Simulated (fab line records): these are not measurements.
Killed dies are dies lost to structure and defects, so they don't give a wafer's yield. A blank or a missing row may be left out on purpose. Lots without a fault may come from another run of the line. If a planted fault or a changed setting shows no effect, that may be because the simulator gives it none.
The tool behind it: which one? ; flow gf180mcu ; Sampling: 14 lots, 42 wafers, 6 of 602 route steps

== WHAT THE GAUGES SHOWED, per wafer ==
GF_MVPSD_TW_MEAS_11.
lot;measured;on;MVPSD_TW
L997;day 4 22:35;film_metro-03;555.7 556.9 555.8
L998;day 5 10:58;film_metro-02;552.3 550.6 550.2
L999;day 5 13:53;film_metro-02;550.9 550.4 554.1
L100;day 5 22:38;film_metro-02;549.7 553.0 551.2
L101;day 6 01:32;film_metro-03;556.7 555.7 552.2
L102;day 6 06:17;film_metro-01;553.3 556.9 555.8
L103;day 6 14:53;film_metro-01;552.3 551.3 551.4
L106;day 7 07:47;film_metro-02;550.7 551.3 551.8
L108;day 7 16:37;film_metro-03;552.9 553.5 553.5
L110;day 8 06:29;film_metro-03;551.0 553.2 551.0
L113;day 9 00:58;film_metro-03;584.0 588.0 584.4 584.6 586.3 584.3
L114;day 9 06:08;film_metro-03;581.4 583.8 583.4 585.7 584.7 587.2
L115;day 9 17:32;film_metro-01;583.7 584.5 584.9 584.1 580.4 582.5
L120;day 10 20:53;film_metro-03;549.2 552.7 553.0

GF_VT_IMPLANT_RS_MEAS_49: measures by four-point-probe.
lot;measured;on;MVPSD_RS (ohm/sq)
L997;day 7 10:58;film_metro-02;1168.2 1173.4 1168.8
L998;day 8 01:00;film_metro-02;1171.1 1167.7 1168.8
L999;day 8 05:04;film_metro-03;1169.4 1168.5 1170.6
L100;day 8 13:11;film_metro-03;1169.6 1168.3 1166.3
L101;day 8 17:22;film_metro-01;1172.8 1171.4 1173.0
L102;day 8 22:11;film_metro-02;1171.2 1167.4 1171.5
L103;day 9 06:41;film_metro-03;1170.4 1172.5 1168.2
L106;day 10 01:55;film_metro-01;1162.8 1164.5 1169.1
L108;day 10 13:56;film_metro-01;1169.6 1169.2 1170.0
L110;day 11 03:56;film_metro-01;1169.3 1170.5 1166.4
L113;day 12 01:37;film_metro-01;1005.7 1003.7 1003.2 1005.6 1004.0 1004.4
L114;day 12 08:12;film_metro-01;1004.2 1004.7 1006.3 1006.6 1005.0 1004.4
L115;day 12 21:19;film_metro-03;1005.2 1005.1 1004.9 1004.4 1007.1 1003.4
L120;day 14 03:56;film_metro-03;1173.5 1175.1 1173.5

GF_V1_BOW_MEAS_05.
lot;measured;on;V1_BOW (um)
L997;day 16 23:17;film_metro-04;84 86 89
L998;day 18 01:59;film_metro-04;97 74 89
L999;day 18 00:25;film_metro-01;77 69 69
L100;day 18 10:25;film_metro-02;71 78 87
L101;day 18 20:41;film_metro-04;81 89 88
L102;day 19 00:34;film_metro-04;75 79 92
L103;day 19 06:43;film_metro-04;83 83 80
L106;day 20 13:02;film_metro-02;89 88 83
L108;day 21 07:35;film_metro-02;80 83 76
L110;day 22 00:32;film_metro-01;89 80 75
L120;day 25 06:56;film_metro-01;89 77 75

GF_M4_THK_MEAS_06: measures by xrf.
lot;measured;on;M4_ALCU_THK (nm)
L997;day 22 06:08;film_metro-04;452 453 454
L998;day 23 08:58;film_metro-04;454 457 452
L999;day 23 07:04;film_metro-04;449 450 452
L100;day 23 16:47;film_metro-02;441 442 439
L101;day 24 01:53;film_metro-04;448 450 455
L102;day 24 04:15;film_metro-02;445 443 453
L103;day 24 11:22;film_metro-04;449 446 451
L106;day 25 14:34;film_metro-03;455 454 447
L108;day 26 08:13;film_metro-02;445 447 447
L110;day 26 22:05;film_metro-04;447 450 442
L120;day 29 18:09;film_metro-04;449 449 449

== EACH LOT AND THE TOOL THAT RAN IT (in order: tool; ch and the chambers of the sampled wafers; start) ==
lot;GF_MVPSD_IMPLANT_09;GF_V2_STRIP_18
L997;implanter-02 ch 0, day 4 22:20;plasma_asher-01 ch 0,1, day 20 01:58
L998;implanter-02 ch 0, day 5 10:45;plasma_asher-02 ch 0,1, day 21 05:07
L999;implanter-04 ch 0, day 5 13:38;plasma_asher-02 ch 0,1, day 21 04:23
L100;implanter-01 ch 0, day 5 22:25;plasma_asher-01 ch 0,1, day 21 13:41
L101;implanter-04 ch 0, day 6 01:17;plasma_asher-03 ch 0,1, day 22 00:01
L102;implanter-04 ch 0, day 6 06:02;plasma_asher-02 ch 0,1, day 22 02:05
L103;implanter-01 ch 0, day 6 14:38;plasma_asher-03 ch 0,1, day 22 09:01
L106;implanter-04 ch 0, day 7 07:32;plasma_asher-03 ch 0,1, day 23 13:53
L108;implanter-02 ch 0, day 7 16:23;plasma_asher-01 ch 0,1, day 24 08:43
L110;implanter-01 ch 0, day 8 06:16;plasma_asher-01 ch 0, day 24 23:14
L113;implanter-01 ch 0, day 9 00:21;-
L114;implanter-04 ch 0, day 9 05:35;-
L115;implanter-04 ch 0, day 9 16:53;-
L120;implanter-01 ch 0, day 10 20:40;plasma_asher-03 ch 0,1, day 27 23:41
- GF_MVPSD_IMPLANT_09
- GF_V2_STRIP_18: strips in O2/N2.

== WHAT THE TOOLS THEMSELVES READ (means of the sampled wafers that have a number; where no wafer has one, the mark that the record gives instead) ==
GF_V2_STRIP_18.
lot;tool;drypump_motor_current_A (A);heater_power_w (W);oes_product_au (a.u.);platen_temp_c (C)
L997;plasma_asher-01;5.7;386;0.597;249.90
L998;plasma_asher-02;5.5;372;0.591;250.01
L999;plasma_asher-02;5.5;351;0.595;249.89
L100;plasma_asher-01;5.7;391;0.593;250.10
L101;plasma_asher-03;5.0;343;0.592;250.06
L102;plasma_asher-02;5.6;378;0.593;249.99
L103;plasma_asher-03;5.0;338;0.590;249.94
L106;plasma_asher-03;5.0;335;0.589;250.01
L108;plasma_asher-01;5.7;382;0.592;250.08
L110;plasma_asher-01;5.7;438;0.590;250.06
L120;plasma_asher-03;5.0;346;0.588;249.91

== THE ANSWER, worked out from the rows above alone ==
Rule: the lots themselves supply what counts as usual. Put in order of their means at a reading, lots are off if they are a third of the lots or fewer, leave a main group of 4 or more, and stand apart from it by a gap of 3 or more times the standard deviation of the main group's means; of several such gaps the widest counts. The tables above print the reading to a certain number of digits; a main group whose means all agree to those digits is not used. Also off: a lot with no number at a reading for which 4 or more lots have one. All remaining lots with rows at the step are treated as sound. First the gauges in route order, then the tools' own readings, where a lot's mean is used as printed above. At the first step where some lot is off, the reading lying furthest off is the one used; lots without a number count as furthest.
Off: at GF_MVPSD_TW_MEAS_11 (MVPSD_TW), L113, L114, L115. Mean 552.7 and standard deviation 1.8 in the main group.
A tool fits if, at a process step before that reading, it ran every lot that is off, and no sound lot after the first of them. Those tools and the gauges at GF_MVPSD_TW_MEAS_11 are tried in the same way. Not one of the candidates tried fits.

== WHAT THE SIMULATOR HAD PUT IN ==
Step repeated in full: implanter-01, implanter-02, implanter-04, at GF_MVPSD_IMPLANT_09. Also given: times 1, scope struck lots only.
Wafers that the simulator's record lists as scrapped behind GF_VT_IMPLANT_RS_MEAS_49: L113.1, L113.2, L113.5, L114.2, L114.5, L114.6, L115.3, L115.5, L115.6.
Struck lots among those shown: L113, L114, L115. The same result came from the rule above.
